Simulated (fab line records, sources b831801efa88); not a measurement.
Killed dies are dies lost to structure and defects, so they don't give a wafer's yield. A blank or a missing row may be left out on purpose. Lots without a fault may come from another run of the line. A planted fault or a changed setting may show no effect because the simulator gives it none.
A struck lot beside a sound one | flow sfq_line | 20 steps out of a route of 325
Sound: wafers L316.2, L316.3, L316.5. Struck: wafers L324.1, L324.2, L324.4. The cause comes at the end.
At each step with rows: each side's tool, then ch and its chambers, then its first start. Under that, the readings that differ: sound wafers | struck wafers | difference of the means | sigmas: that difference in standard deviations of wafers without a fault.
alike: readings whose means differ by less than 2 such deviations, and words and numbers that are the same on both sides. not compared: withheld readings, readings that some wafer has no value for, bounds like >300 that may hide the same value, and numbers for which the record gives no deviation and whose values overlap.
The two part at a step that has a row with sigmas, a row that says differs or no value, or rows on one side only. Numbers that don't overlap but have no deviation are shown without sigmas and don't part them. A reading that every wafer of one side lacks parts them only if that side has two wafers or more.

first, 2 steps without rows for these wafers: SFQ_TRILAYER_C5_LITHO_PEB_154 (peb time 60 s); SFQ_TRILAYER_C5_LITHO_DEVELOP_153 (time 60 s).
SFQ_C5_OVL_MEAS_937:
  sound on overlay-02, day 74 23:15; struck on overlay-02, day 75 20:19
  alike: C5_OVL
SFQ_TRILAYER_C5_BARC_OPEN_VIA_ETCH_210: etches BARC in O2, target depth 125 nm, time 41.7 s.
  sound on rie_diel-04 ch 0,3, day 74 23:17; struck on rie_diel-02 ch 0,1,3, day 75 20:22
  alike: drypump_motor_current_A, oes_product_au, rf_fwd_power_W
  not compared: rf_hours_counter_h
SFQ_TRILAYER_C5_ETCH_VIA_ETCH_154: etches SiO2 in CHF3, stops on Nb, target depth 84 nm.
  sound on rie_diel-04 ch 0,3, day 74 23:19; struck on rie_diel-02 ch 0,1,3, day 75 20:24
  alike: drypump_motor_current_A, oes_product_au, rf_fwd_power_W
then, 3 steps without rows for these wafers: SFQ_TRILAYER_C5_STRIP_STRIP_155 (strips in O2); SFQ_TRILAYER_C5_STRIP_SOLV_CLEAN_156 (cleans in NMP, time 600 s); SFQ_TRILAYER_M6_DEP_PRE_CLEAN_158 (time 22.5 s).
SFQ_TRILAYER_M6_DEP_SPUTTER_157: material Nb, target thk 200 nm, time 133.3 s.
  sound on pvd_sputter-05, day 75 00:10; struck on pvd_sputter-04, day 75 21:16
  alike: throttle_valve_pct
SFQ_M6_RS_MEAS_938: measures by four-point-probe.
  sound on film_metro-01, day 75 00:17; struck on film_metro-03, day 75 21:22
  alike: M6_NB_RS
then, 1 step without rows for these wafers: SFQ_TRILAYER_M6_LITHO_COAT_164 (resist thk 62 nm).
SFQ_TRILAYER_M6_LITHO_COAT_159: resist thk 600 nm.
  sound on litho_track-01 ch 0, day 75 00:47; struck on litho_track-01 ch 0, day 75 21:50
  reading                                             | sound                | struck               | difference | sigmas
  spin_speed_rpm (rpm)                                | 2998.9 2996.9 2997.4 | 3057.3 3057.2 3059.3 | +60.2      | +35
  model.KrF_of_TRILAYER_M6_LITHO_COAT_159.thk_nm (nm) | 600 599.8 599        | 594.4 594.8 594.5    | -5.0       |
then, 4 steps without rows for these wafers: SFQ_TRILAYER_M6_LITHO_SOFTBAKE_163; SFQ_TRILAYER_M6_LITHO_EXPOSE_160 (exposes mask M6, target cd 500 nm); SFQ_TRILAYER_M6_LITHO_PEB_162 (peb time 60 s); SFQ_TRILAYER_M6_LITHO_DEVELOP_161 (time 60 s).
-- the record jumps here: 4 days lie between the struck wafers' starts before and after --
SFQ_M6_OVL_MEAS_940:
  sound on overlay-01, day 78 23:43; struck on overlay-02, day 79 21:26
  alike: M6_OVL
SFQ_TRILAYER_M6_BARC_OPEN_METAL_ETCH_206: etches BARC in O2, target depth 125 nm, time 41.7 s.
  sound on rie_metal-02 ch 0,1, day 78 23:45; struck on rie_metal-02 ch 0,1, day 79 21:28
  alike: drypump_motor_current_A, oes_product_au, rf_fwd_power_W
  not compared: rf_hours_counter_h
SFQ_TRILAYER_M6_ETCH_METAL_ETCH_162: etches Nb in Cl2/Ar, stops on SiO2, target depth 240 nm, time 120 s.
  sound on rie_metal-02 ch 0,1, day 78 23:49; struck on rie_metal-02 ch 0,1, day 79 21:32
  reading                                             | sound             | struck            | difference | sigmas
  model.KrF_of_TRILAYER_M6_LITHO_COAT_159.thk_nm (nm) | 383.6 381.7 381.9 | 374.7 379.2 378.7 | -4.9       |
  alike: drypump_motor_current_A, oes_product_au, rf_fwd_power_W
  not compared: rf_hours_counter_h
SFQ_TRILAYER_M6_STRIP_STRIP_163: strips in O2.
  sound on rie_metal-02 ch 0,1, day 78 23:56; struck on rie_metal-02 ch 0,1, day 79 21:40
  alike: drypump_motor_current_A, oes_product_au
  not compared: rf_hours_counter_h

WHERE THEY PART
Only at SFQ_TRILAYER_M6_LITHO_COAT_159, within this record. Later steps at which nothing parts them and some readings are alike: SFQ_M6_OVL_MEAS_940, SFQ_TRILAYER_M6_BARC_OPEN_METAL_ETCH_206, SFQ_TRILAYER_M6_ETCH_METAL_ETCH_162, SFQ_TRILAYER_M6_STRIP_STRIP_163.

WHY: what the simulator had put in
Process parameter drift: litho_track-01, from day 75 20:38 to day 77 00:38, at SFQ_TRILAYER_M6_LITHO_COAT_159. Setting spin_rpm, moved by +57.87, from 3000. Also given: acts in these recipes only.
